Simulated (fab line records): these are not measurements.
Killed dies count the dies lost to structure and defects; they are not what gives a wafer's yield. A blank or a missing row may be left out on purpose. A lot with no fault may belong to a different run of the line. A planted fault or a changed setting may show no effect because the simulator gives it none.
Which tool is to blame? -- flow gf180mcu -- 39 wafers from 13 lots sampled at 6 of the route's 602 steps

## WHAT THE GAUGES READ, wafer by wafer
GF_MVSD_OVL_MEAS_07. Usual: for MVSD_OVL the level is 0.9 nm and the standard deviation is 1.6.
lot,measured,on,MVSD_OVL (nm),flag
L811,day 5 03:19,overlay-02,0.5 1.1 2.6,
L812,day 5 07:01,overlay-02,-1.5 -0.5 -2.0,
L814,day 6 06:35,overlay-02,1.2 1.2 -0.7,
L815,day 6 06:58,overlay-02,0.3 -0.7 -1.3,
L816,day 6 10:01,overlay-01,1.9 4.0 2.9,
L818,day 7 00:54,overlay-02,3.2 2.0 2.3,
L819,day 7 04:21,overlay-02,3.6 3.4 5.5,
L820,day 7 07:00,overlay-02,2.8 -0.5 1.9,
L821,day 7 13:45,overlay-01,2.0 0.4 6.3,
L824,day 8 08:46,overlay-01,3.4 1.1 1.9,
L828,day 9 07:28,overlay-02,0.1 -0.1 -0.3,
L830,day 9 17:13,overlay-02,0.7 0.7 0.9,
L831,day 10 02:56,overlay-02,0.9 -0.9 -1.5,

GF_MVPSD_TW_MEAS_11. Usual: for MVPSD_TW the level is 560 and the standard deviation is 3.4.
lot,measured,on,MVPSD_TW,flag
L811,day 5 18:17,filmMetro-03,557 564 558,
L812,day 5 21:22,filmMetro-02,562 561 562,
L814,day 6 22:05,filmMetro-02,564 562 561,
L815,day 6 22:45,filmMetro-03,556 562 560,
L816,day 7 02:17,filmMetro-03,562 564 563,
L818,day 7 17:17,filmMetro-03,557 560 560,
L819,day 7 20:44,filmMetro-03,561 558 560,
L820,day 7 23:32,filmMetro-02,532 530 530,OFF
L821,day 8 07:12,filmMetro-01,554 556 555,
L824,day 9 02:23,filmMetro-02,561 563 563,
L828,day 10 01:21,filmMetro-02,564 562 562,
L830,day 10 11:12,filmMetro-01,555 557 553,
L831,day 10 22:12,filmMetro-02,562 560 560,

GF_HV_LDD_OVL_MEAS_32. Usual: for HV_LDD_02_OVL the level is -1.4 nm and the standard deviation is 1.4.
lot,measured,on,HV_LDD_02_OVL (nm),flag
L811,day 12 06:37,overlay-02,-1.0 -0.9 -2.0,
L812,day 12 12:44,overlay-01,-1.7 -2.1 -2.7,
L814,day 13 18:56,overlay-01,-1.3 -0.6 -0.4,
L815,day 13 21:56,overlay-02,-1.4 -2.1 -1.4,
L816,day 14 03:02,overlay-02,-2.1 -0.7 -0.3,
L818,day 15 01:28,overlay-02,-2.2 -0.2 -1.7,
L819,day 15 02:07,overlay-02,-3.2 -0.7 -4.6,
L820,day 15 07:58,overlay-01,0.7 0.1 0.9,
L821,day 15 16:16,overlay-01,-1.0 0.4 -1.1,
L824,day 16 15:58,overlay-02,-2.3 -2.3 -3.2,
L828,day 18 05:53,overlay-01,-0.3 0.5 1.7,
L830,day 18 21:19,overlay-02,-4.6 -3.8 -4.8,
L831,day 19 02:14,overlay-02,-0.7 -1.1 -3.1,

## WHAT TOOL EACH LOT RAN ON (gives the tool, then ch and the chambers of the sampled wafers, and finally the start)
lot,GF_MVSD_STRIP_10,GF_MVPSD_STRIP_10,GF_HV_LDD_STRIP_10
L811,"plasmaAsher-03 ch 0,1, day 5 03:40","plasmaAsher-01 ch 0,1, day 5 18:11","plasmaAsher-02 ch 0,1, day 10 17:48"
L812,"plasmaAsher-03 ch 0,1, day 5 07:22","plasmaAsher-04 ch 0,1, day 5 21:16","plasmaAsher-02 ch 0,1, day 10 23:05"
L814,"plasmaAsher-02 ch 0,1, day 6 06:55","plasmaAsher-02 ch 0, day 6 21:59","plasmaAsher-01 ch 1, day 12 03:42"
L815,"plasmaAsher-01 ch 0,1, day 6 07:19","plasmaAsher-02 ch 0,1, day 6 22:40","plasmaAsher-02 ch 0,1, day 12 05:38"
L816,"plasmaAsher-02 ch 0,1, day 6 10:20","plasmaAsher-02 ch 0,1, day 7 02:11","plasmaAsher-04 ch 0,1, day 12 10:48"
L818,"plasmaAsher-02 ch 0,1, day 7 01:14","plasmaAsher-02 ch 0,1, day 7 17:11","plasmaAsher-04 ch 0,1, day 13 08:13"
L819,"plasmaAsher-01 ch 0,1, day 7 04:41","plasmaAsher-02 ch 0,1, day 7 20:38","plasmaAsher-01 ch 0,1, day 13 08:24"
L820,"plasmaAsher-01 ch 0,1, day 7 07:20","plasmaAsher-01 ch 0,1, day 7 23:26","plasmaAsher-01 ch 0,1, day 13 13:24"
L821,"plasmaAsher-02 ch 0, day 7 14:05","plasmaAsher-02 ch 1, day 8 07:05","plasmaAsher-02 ch 0,1, day 13 21:48"
L824,"plasmaAsher-02 ch 0,1, day 8 09:06","plasmaAsher-02 ch 0,1, day 9 02:17","plasmaAsher-04 ch 0,1, day 14 20:27"
L828,"plasmaAsher-02 ch 0,1, day 9 07:49","plasmaAsher-01 ch 0,1, day 10 01:16","plasmaAsher-02 ch 0,1, day 16 06:50"
L830,"plasmaAsher-02 ch 0,1, day 9 17:33","plasmaAsher-04 ch 0,1, day 10 11:05","plasmaAsher-02 ch 0,1, day 16 21:30"
L831,"plasmaAsher-02 ch 0,1, day 10 03:17","plasmaAsher-01 ch 0,1, day 10 22:07","plasmaAsher-02 ch 0,1, day 17 03:44"
- GF_MVSD_STRIP_10: strips in O2/N2.
- GF_MVPSD_STRIP_10: strips in O2/N2.
- GF_HV_LDD_STRIP_10: strips in O2/N2.

## AS READ BY THE TOOLS THEMSELVES (means over the sampled wafers that have a number; for cases with no such wafer, the mark the record gives instead)
GF_MVSD_STRIP_10. Usual: drypumpMotorCurrentA 5.6 A, standard deviation 0.49; heaterPowerW 307 W, standard deviation 34; oesProductAu 0.722 a.u., standard deviation 0.0046; stripTimeToEndpointS 36.98 s, standard deviation 0.096.
lot,tool,drypumpMotorCurrentA (A),heaterPowerW (W),oesProductAu (a.u.),stripTimeToEndpointS (s),flag
L811,plasmaAsher-03,6.1,340,0.721,36.98,
L812,plasmaAsher-03,6.1,347,0.720,36.89,
L814,plasmaAsher-02,5.4,270,0.716,36.95,
L815,plasmaAsher-01,5.7,323,0.719,37.08,
L816,plasmaAsher-02,5.4,273,0.721,36.99,
L818,plasmaAsher-02,5.2,293,0.723,37.01,
L819,plasmaAsher-01,5.7,322,0.720,36.93,
L820,plasmaAsher-01,5.7,319,0.964,-,OFF
L821,plasmaAsher-02,4.9,315,0.720,37.14,
L824,plasmaAsher-02,5.4,282,0.719,36.85,
L828,plasmaAsher-02,5.4,282,0.720,37.00,
L830,plasmaAsher-02,5.2,293,0.725,37.03,
L831,plasmaAsher-02,5.2,291,0.724,36.93,

GF_MVPSD_STRIP_10. Usual: drypumpMotorCurrentA 5.4 A, standard deviation 0.46; heaterPowerW 317 W, standard deviation 37; oesProductAu 0.722 a.u., standard deviation 0.0045; stripTimeToEndpointS 36.95 s, standard deviation 0.079.
lot,tool,drypumpMotorCurrentA (A),heaterPowerW (W),oesProductAu (a.u.),stripTimeToEndpointS (s),flag
L811,plasmaAsher-01,5.7,318,0.720,36.82,
L812,plasmaAsher-04,5.2,351,0.721,37.03,
L814,plasmaAsher-02,4.9,316,0.720,36.93,
L815,plasmaAsher-02,5.2,298,0.721,36.93,
L816,plasmaAsher-02,5.4,280,0.722,36.85,
L818,plasmaAsher-02,5.1,294,0.718,36.91,
L819,plasmaAsher-02,5.2,292,0.721,37.00,
L820,plasmaAsher-01,5.7,316,0.723,42.16,OFF
L821,plasmaAsher-02,5.7,260,0.717,36.97,
L824,plasmaAsher-02,5.4,279,0.719,37.10,
L828,plasmaAsher-01,6.0,315,0.726,36.91,
L830,plasmaAsher-04,5.2,346,0.721,36.88,
L831,plasmaAsher-01,5.7,319,0.727,36.93,

GF_HV_LDD_STRIP_10. Usual: drypumpMotorCurrentA 5.4 A, standard deviation 0.46; heaterPowerW 310 W, standard deviation 36; oesProductAu 0.716 a.u., standard deviation 0.0044; stripTimeToEndpointS 12.63 s, standard deviation 0.032.
lot,tool,drypumpMotorCurrentA (A),heaterPowerW (W),oesProductAu (a.u.),stripTimeToEndpointS (s),flag
L811,plasmaAsher-02,5.4,279,0.718,12.63,
L812,plasmaAsher-02,5.4,274,0.714,12.64,
L814,plasmaAsher-01,6.2,311,0.714,12.65,
L815,plasmaAsher-02,5.4,278,0.721,12.57,
L816,plasmaAsher-04,5.2,347,0.714,12.63,
L818,plasmaAsher-04,5.1,362,0.717,12.58,
L819,plasmaAsher-01,5.7,319,0.718,12.62,
L820,plasmaAsher-01,6.0,314,0.714,12.65,
L821,plasmaAsher-02,5.4,274,0.714,12.62,
L824,plasmaAsher-04,5.1,367,0.715,12.66,
L828,plasmaAsher-02,5.4,276,0.712,12.61,
L830,plasmaAsher-02,5.4,276,0.716,12.59,
L831,plasmaAsher-02,5.2,295,0.716,12.63,

## THE ANSWER, worked out from the rows above alone
Rule: lot off if the mean of its wafers having a number is beyond 3 standard deviations from the usual mean. A lot without any number at a reading at which 4 lots or more have one is off too. The other lots that the step has rows for count as sound. Order of review: gauges by route order, followed by the tools' own readings, for which a lot's mean as printed above is used. At the first step where some lot is off, the reading lying furthest off is the one used; lots without a number count as furthest.
Off: at GF_MVPSD_TW_MEAS_11 (MVPSD_TW), L820.
A tool fits if, at a process step before that reading, it ran every lot that is off, and no sound lot after the first of them. Not tried: the gauges at GF_MVPSD_TW_MEAS_11; whatever is off there is also off at GF_MVSD_STRIP_10, on other tools, and gauge error can't account for it. One fits: GF_MVSD_STRIP_10 on plasmaAsher-01. Its last sound lot is L819 (day 7 04:41), its first lot that is off L820 (day 7 07:20): a fault that began between those two fits.
On the lots that are off, the tool's own readings at GF_MVSD_STRIP_10 differ by more than 5 times the standard deviation of the sound lots' means, which bears it out; oesProductAu reads 0.964 a.u. there versus 0.721 a.u. on the sound lots.
Blank at GF_MVSD_STRIP_10 on the lots that are off, where sound lots have numbers: stripTimeToEndpointS.

## WHAT THE SIMULATOR HAD PUT IN
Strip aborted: plasmaAsher-01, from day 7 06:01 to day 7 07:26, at GF_MVSD_STRIP_10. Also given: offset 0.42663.
Lots struck among those shown: L820. This agrees with what the rule above found.
